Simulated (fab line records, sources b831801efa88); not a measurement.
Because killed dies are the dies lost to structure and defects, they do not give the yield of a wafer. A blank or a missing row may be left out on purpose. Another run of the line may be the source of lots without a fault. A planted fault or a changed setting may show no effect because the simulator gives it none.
The tool behind it: which one? | flow sky130 | Sampling: 24 lots, 72 wafers, 6 of 708 route steps

== WHAT EACH GAUGE READ, for each wafer ==
SKY_VT_ADJUST_HVTP_OVL_MEAS_08.
lot  | measured     | on         | VT_ADJUST_HVTP_OVL (nm)
L074 | day 5 22:26  | overlay-01 | 2.5 2.5 0.8
L075 | day 6 04:22  | overlay-02 | -1.4 -0.5 -2.6
L076 | day 6 15:28  | overlay-02 | 1.8 3.4 0.3
L077 | day 6 16:11  | overlay-01 | 1.9 2.6 2.3
L078 | day 6 23:08  | overlay-01 | 0.7 1.6 0.3
L079 | day 7 09:08  | overlay-01 | -0.6 -1.5 -0.6
L080 | day 7 15:14  | overlay-02 | 0.1 -0.3 -0.8
L081 | day 7 18:47  | overlay-02 | 1.8 2.2 1.9
L082 | day 8 01:42  | overlay-01 | 0.3 -0.1 0.4
L083 | day 8 11:53  | overlay-02 | 0.2 -1.6 0.1
L084 | day 8 14:41  | overlay-02 | -0.9 -2.5 -2.0
L085 | day 8 18:31  | overlay-02 | -1.5 -0.5 -2.2
L086 | day 9 01:53  | overlay-02 | 1.9 0.4 2.2
L087 | day 9 14:35  | overlay-02 | -0.5 -0.9 -0.2
L088 | day 9 18:04  | overlay-02 | 3.0 1.0 0.8
L089 | day 10 01:26 | overlay-02 | 3.2 3.9 4.9
L090 | day 10 08:59 | overlay-02 | -0.8 -0.9 -2.6
L092 | day 11 04:14 | overlay-01 | -0.5 0.7 2.7
L091 | day 11 04:55 | overlay-02 | 1.0 0.6 1.2
L093 | day 11 08:22 | overlay-01 | 0.0 4.3 1.2
L095 | day 11 13:53 | overlay-02 | 1.2 1.3 1.0
L094 | day 11 14:35 | overlay-02 | 0.9 1.2 1.4
L096 | day 11 23:29 | overlay-02 | 0.1 0.9 2.3
L097 | day 12 07:11 | overlay-02 | 0.7 0.5 -0.6

SKY_METAL2_RS_MEAS_05: measurement is done with a four-point probe.
lot  | measured     | on            | METAL2_ALCU_RS (ohm/sq)
L074 | day 33 19:43 | film metro-03 | 0.1237 0.1243 0.1242
L075 | day 34 05:37 | film metro-04 | 0.1277 0.1265 0.1256
L076 | day 34 16:22 | film metro-02 | 0.1267 0.1285 0.1265
L077 | day 34 16:56 | film metro-04 | 0.1289 0.1262 0.1269
L078 | day 35 01:58 | film metro-02 | 0.1271 0.1257 0.1272
L079 | day 35 16:02 | film metro-02 | 0.1272 0.1292 0.1279
L080 | day 35 18:57 | film metro-04 | 0.1268 0.1271 0.1259
L081 | day 36 02:20 | film metro-04 | 0.1287 0.1287 0.1275
L082 | day 36 06:24 | film metro-02 | 0.1267 0.1279 0.1274
L083 | day 36 23:32 | film metro-04 | 0.1251 0.1261 0.1269
L084 | day 37 04:38 | film metro-03 | 0.1251 0.1246 0.1264
L085 | day 37 05:08 | film metro-04 | 0.1263 0.1266 0.1269
L086 | day 37 20:24 | film metro-02 | 0.1268 0.1273 0.1254
L087 | day 38 03:17 | film metro-04 | 0.1282 0.1253 0.1261
L088 | day 38 08:05 | film metro-04 | 0.1258 0.1289 0.1280
L089 | day 40 00:29 | film metro-02 | 0.1268 0.1264 0.1273
L090 | day 40 04:57 | film metro-02 | 0.1280 0.1291 0.1283
L092 | day 40 06:23 | film metro-02 | 0.1275 0.1262 0.1265
L091 | day 40 08:46 | film metro-04 | 0.1229 0.1245 0.1237
L093 | day 40 08:27 | film metro-03 | 0.1278 0.1266 0.1262
L095 | day 40 09:44 | film metro-04 | 0.1243 0.1250 0.1230
L094 | day 40 10:41 | film metro-02 | 0.1250 0.1273 0.1278
L096 | day 40 13:25 | film metro-03 | 0.1279 0.1301 0.1252
L097 | day 40 21:04 | film metro-03 | 0.1257 0.1258 0.1261

SKY_METAL3_CD_MEAS_13: target cd 300 nm.
lot  | measured     | on        | cd nm (nm)
L074 | day 38 04:52 | cd sem-01 | 297.2 298.7 297.8
L075 | day 38 12:07 | cd sem-02 | 301.1 299.6 298.9
L076 | day 39 02:01 | cd sem-02 | 303.1 302.9 301.9
L077 | day 39 02:23 | cd sem-02 | 299.2 300.6 301.1
L078 | day 39 10:04 | cd sem-02 | 301.0 300.1 300.5
L079 | day 39 20:55 | cd sem-02 | 299.4 299.1 298.1
L080 | day 39 23:14 | cd sem-02 | 296.4 296.9 296.7
L081 | day 40 07:33 | cd sem-02 | 299.5 300.0 298.1
L082 | day 40 11:54 | cd sem-01 | 298.0 298.9 298.1
L083 | day 41 00:13 | cd sem-01 | 298.6 297.6 297.6
L084 | day 41 07:42 | cd sem-02 | 300.6 300.2 301.9
L085 | day 41 08:46 | cd sem-01 | 301.2 301.2 299.5
L086 | day 41 23:11 | cd sem-02 | 300.6 299.4 300.2
L087 | day 42 07:50 | cd sem-01 | 296.3 298.4 298.0
L088 | day 42 11:34 | cd sem-02 | 300.6 301.4 300.3
L089 | day 43 23:31 | cd sem-02 | 297.9 297.7 297.7
L090 | day 44 02:18 | cd sem-01 | 298.8 300.1 297.9
L092 | day 44 05:02 | cd sem-01 | 302.3 303.3 301.0
L091 | day 44 08:57 | cd sem-01 | 299.7 299.8 297.9
L093 | day 44 07:37 | cd sem-01 | 303.0 301.7 302.2
L095 | day 44 09:38 | cd sem-02 | 300.1 298.0 300.4
L094 | day 44 09:41 | cd sem-01 | 300.3 300.6 300.2
L096 | day 44 12:52 | cd sem-02 | 299.4 299.6 300.2
L097 | day 44 19:23 | cd sem-01 | 296.9 297.9 298.1

== TOOL THAT RAN EACH LOT (tool first, then ch and the chambers of the sampled wafers, then the start) ==
lot  | SKY_VT_ADJUST_PCH_STRIP_09           | SKY_SONOS_ONO_ETCH_15              | SKY_METAL2_ETCH_18
L074 | plasma asher-03 ch 0,1, day 10 03:47 | rie diel-03 ch 2,3, day 12 09:01   | rie metal-03 ch 0,1, day 34 22:30
L075 | plasma asher-02 ch 0,1, day 10 09:33 | rie diel-01 ch 0,1,2, day 12 13:40 | rie metal-03 ch 0,1, day 35 07:51
L076 | plasma asher-01 ch 0,1, day 11 02:05 | rie diel-03 ch 0,1,2, day 13 11:04 | rie metal-04 ch 0,1, day 35 18:41
L077 | plasma asher-03 ch 0,1, day 11 02:20 | rie diel-01 ch 0,3, day 13 11:22   | rie metal-03 ch 0,1, day 35 19:56
L078 | plasma asher-03 ch 0,1, day 11 09:05 | rie diel-01 ch 0,1, day 13 15:58   | rie metal-03 ch 0,1, day 36 05:19
L079 | plasma asher-02 ch 0,1, day 11 22:56 | rie diel-01 ch 0,2,3, day 14 07:55 | rie metal-04 ch 1, day 36 18:38
L080 | plasma asher-03 ch 0,1, day 12 03:49 | rie diel-01 ch 0,2,3, day 14 11:01 | rie metal-03 ch 0,1, day 36 20:46
L081 | plasma asher-01 ch 0,1, day 12 10:23 | rie diel-03 ch 2,3, day 14 18:40   | rie metal-03 ch 0,1, day 37 04:35
L082 | plasma asher-03 ch 0,1, day 12 17:52 | rie diel-02 ch 1,2, day 15 04:34   | rie metal-03 ch 0,1, day 37 07:58
L083 | plasma asher-02 ch 0,1, day 13 05:55 | rie diel-01 ch 0,1,2, day 15 19:10 | rie metal-02 ch 0,1, day 37 23:13
L084 | plasma asher-02 ch 0,1, day 13 10:14 | rie diel-01 ch 0,2,3, day 15 21:49 | rie metal-02 ch 0,1, day 38 03:58
L085 | plasma asher-01 ch 0,1, day 13 15:00 | rie diel-01 ch 0,1,2, day 16 02:28 | rie metal-02 ch 0,1, day 38 04:53
L086 | plasma asher-02 ch 0,1, day 13 23:20 | rie diel-01 ch 0,1, day 16 17:13   | rie metal-02 ch 0,1, day 38 18:03
L087 | plasma asher-01 ch 0,1, day 14 14:56 | rie diel-03 ch 1,2,3, day 17 02:52 | rie metal-04 ch 0,1, day 39 04:36
L088 | plasma asher-02 ch 0,1, day 14 20:20 | rie diel-03 ch 0,2,3, day 17 10:22 | rie metal-03 ch 0,1, day 39 08:27
L089 | plasma asher-02 ch 0, day 15 02:59   | rie diel-01 ch 1,2, day 17 18:58   | rie metal-02 ch 0,1, day 41 00:05
L090 | plasma asher-03 ch 0,1, day 15 13:28 | rie diel-03 ch 2,3, day 18 04:10   | rie metal-03 ch 0,1, day 41 04:37
L092 | plasma asher-01 ch 0,1, day 16 13:56 | rie diel-02 ch 0,1,2, day 19 08:40 | rie metal-04 ch 1, day 41 06:38
L091 | plasma asher-02 ch 0,1, day 16 15:23 | rie diel-03 ch 0,1,3, day 19 10:01 | rie metal-02 ch 0,1, day 41 08:48
L093 | plasma asher-03 ch 0,1, day 16 19:02 | rie diel-03 ch 0,2,3, day 19 14:10 | rie metal-04 ch 0,1, day 41 08:44
L095 | plasma asher-01 ch 0,1, day 17 00:59 | rie diel-03 ch 1,3, day 19 19:16   | rie metal-03 ch 0, day 41 09:51
L094 | plasma asher-01 ch 1, day 17 01:50   | rie diel-03 ch 0,2,3, day 19 20:41 | rie metal-02 ch 0,1, day 41 10:32
L096 | plasma asher-01 ch 0,1, day 17 13:38 | rie diel-02 ch 0,3, day 20 08:16   | rie metal-03 ch 0,1, day 41 13:09
L097 | plasma asher-01 ch 0,1, day 18 00:29 | rie diel-03 ch 1,2,3, day 20 22:28 | rie metal-04 ch 0,1, day 41 20:29
- SKY_VT_ADJUST_PCH_STRIP_09: strips in O2/N2.
- SKY_SONOS_ONO_ETCH_15: etches the open film in CHF3/O2, target depth 19.52 nm, time 7.8 s.
- SKY_METAL2_ETCH_18: etches BARC in N2/H2, stops on SiO2, time 45.9 s, target depth 60 nm.

== WHAT THE TOOLS THEMSELVES READ (means of the sampled wafers that have a number; where no wafer has one, the mark that the record gives instead) ==
SKY_VT_ADJUST_PCH_STRIP_09.
lot  | tool            | drypump motor current A (A) | oes product au (a.u.) | strip time to endpoint s (s)
L074 | plasma asher-03 | 5.5                         | 0.728                 | 36.92
L075 | plasma asher-02 | 5.7                         | 0.719                 | 36.78
L076 | plasma asher-01 | 5.3                         | 0.720                 | 36.91
L077 | plasma asher-03 | 5.5                         | 0.723                 | 36.93
L078 | plasma asher-03 | 5.5                         | 0.723                 | 36.81
L079 | plasma asher-02 | 5.7                         | 0.725                 | 36.93
L080 | plasma asher-03 | 5.5                         | 0.722                 | 37.06
L081 | plasma asher-01 | 5.3                         | 0.726                 | 36.91
L082 | plasma asher-03 | 5.2                         | 0.720                 | 36.85
L083 | plasma asher-02 | 5.7                         | 0.721                 | 36.75
L084 | plasma asher-02 | 5.8                         | 0.724                 | 36.97
L085 | plasma asher-01 | 5.2                         | 0.726                 | 36.94
L086 | plasma asher-02 | 5.7                         | 0.726                 | 37.02
L087 | plasma asher-01 | 5.3                         | 0.725                 | 37.11
L088 | plasma asher-02 | 5.6                         | 0.725                 | 36.90
L089 | plasma asher-02 | 5.8                         | 0.722                 | 36.93
L090 | plasma asher-03 | 5.5                         | 0.719                 | 37.19
L092 | plasma asher-01 | 5.3                         | 0.726                 | 37.11
L091 | plasma asher-02 | 5.7                         | 0.724                 | 36.97
L093 | plasma asher-03 | 5.2                         | 0.722                 | 37.10
L095 | plasma asher-01 | 5.4                         | 0.724                 | 36.98
L094 | plasma asher-01 | 5.3                         | 0.726                 | 37.19
L096 | plasma asher-01 | 5.3                         | 0.722                 | 37.12
L097 | plasma asher-01 | 5.3                         | 0.723                 | 36.92

SKY_SONOS_ONO_ETCH_15.
lot  | tool        | drypump motor current A (A) | oes product au (a.u.) | throttle valve pct (%)
L074 | rie diel-03 | 6.0                         | 0.995                 | 8.824
L075 | rie diel-01 | 5.2                         | 1.011                 | 8.829
L076 | rie diel-03 | 5.9                         | 0.990                 | 8.819
L077 | rie diel-01 | 6.0                         | 0.994                 | 8.822
L078 | rie diel-01 | 5.2                         | 1.003                 | 8.828
L079 | rie diel-01 | 5.6                         | 0.995                 | 8.827
L080 | rie diel-01 | 5.6                         | 1.008                 | 8.827
L081 | rie diel-03 | 5.7                         | 1.003                 | 8.828
L082 | rie diel-02 | 5.6                         | 1.005                 | 8.829
L083 | rie diel-01 | 5.2                         | 1.005                 | 8.820
L084 | rie diel-01 | 5.6                         | 1.001                 | 8.830
L085 | rie diel-01 | 5.3                         | 1.005                 | 8.822
L086 | rie diel-01 | 5.2                         | 1.005                 | 8.820
L087 | rie diel-03 | 5.8                         | 1.000                 | 8.813
L088 | rie diel-03 | 5.8                         | 0.989                 | 8.823
L089 | rie diel-01 | 4.8                         | 1.007                 | 8.831
L090 | rie diel-03 | 6.1                         | 0.987                 | 8.824
L092 | rie diel-02 | 5.5                         | 1.002                 | 8.814
L091 | rie diel-03 | 5.5                         | 0.996                 | 8.818
L093 | rie diel-03 | 5.8                         | 0.981                 | 8.817
L095 | rie diel-03 | 5.5                         | 0.996                 | 8.815
L094 | rie diel-03 | 5.8                         | 0.988                 | 8.827
L096 | rie diel-02 | 5.6                         | 1.010                 | 8.824
L097 | rie diel-03 | 5.8                         | 0.986                 | 8.828

SKY_METAL2_ETCH_18.
lot  | tool         | drypump motor current A (A) | h2 flow sccm (sccm) | oes product au (a.u.) | throttle valve pct (%)
L074 | rie metal-03 | 6.22                        | 199.8               | 0.852                 | 13.228
L075 | rie metal-03 | 6.19                        | 200.2               | 0.856                 | 13.220
L076 | rie metal-04 | 5.91                        | 200.7               | 0.857                 | 13.214
L077 | rie metal-03 | 6.19                        | 200.1               | 0.854                 | 13.220
L078 | rie metal-03 | 6.21                        | 199.6               | 0.855                 | 13.225
L079 | rie metal-04 | 6.02                        | 200.3               | 0.857                 | 13.225
L080 | rie metal-03 | 6.19                        | 199.7               | 0.854                 | 13.225
L081 | rie metal-03 | 6.03                        | 199.8               | 0.849                 | 13.222
L082 | rie metal-03 | 6.03                        | 199.7               | 0.856                 | 13.224
L083 | rie metal-02 | 5.58                        | 200.2               | 0.853                 | 13.227
L084 | rie metal-02 | 5.60                        | 199.8               | 0.856                 | 13.223
L085 | rie metal-02 | 5.67                        | 200.1               | 0.850                 | 13.218
L086 | rie metal-02 | 5.59                        | 200.1               | 0.856                 | 13.226
L087 | rie metal-04 | 5.92                        | 200.3               | 0.853                 | 13.224
L088 | rie metal-03 | 6.22                        | 199.8               | 0.852                 | 13.217
L089 | rie metal-02 | 5.58                        | 200.0               | 0.856                 | 13.230
L090 | rie metal-03 | 6.17                        | 199.8               | 0.853                 | 13.216
L092 | rie metal-04 | 6.03                        | 200.3               | 0.858                 | 13.227
L091 | rie metal-02 | 5.65                        | 200.2               | 0.854                 | 13.219
L093 | rie metal-04 | 5.91                        | 199.4               | 0.857                 | 13.218
L095 | rie metal-03 | 6.37                        | 200.0               | 0.853                 | 13.228
L094 | rie metal-02 | 5.60                        | 199.9               | 0.854                 | 13.221
L096 | rie metal-03 | 6.02                        | 199.3               | 0.856                 | 13.221
L097 | rie metal-04 | 5.78                        | 200.4               | 0.856                 | 13.227

== THE ANSWER, worked out from the rows above alone ==
Rule: the lots themselves supply what counts as usual. Put in order of their means at a reading, lots are off if they are a third of the lots or fewer, leave a main group of 4 or more, and stand apart from it by a gap of 3 or more times the standard deviation of the main group's means; of several such gaps the widest counts. If all means in a main group match to the digits the tables above print for the reading, that group is not used. A lot without any number at a reading at which 4 lots or more have one is off too. The other lots that the step has rows for count as sound. First the gauges in route order, then the tools' own readings, where a lot's mean is used as printed above. The first step at which some lot is off is used, and at that step the reading that is off furthest; a lot without a number counts as furthest.
Nothing can be told from this: no lot is off at any reading shown.

== WHAT THE SIMULATOR HAD INSERTED ==
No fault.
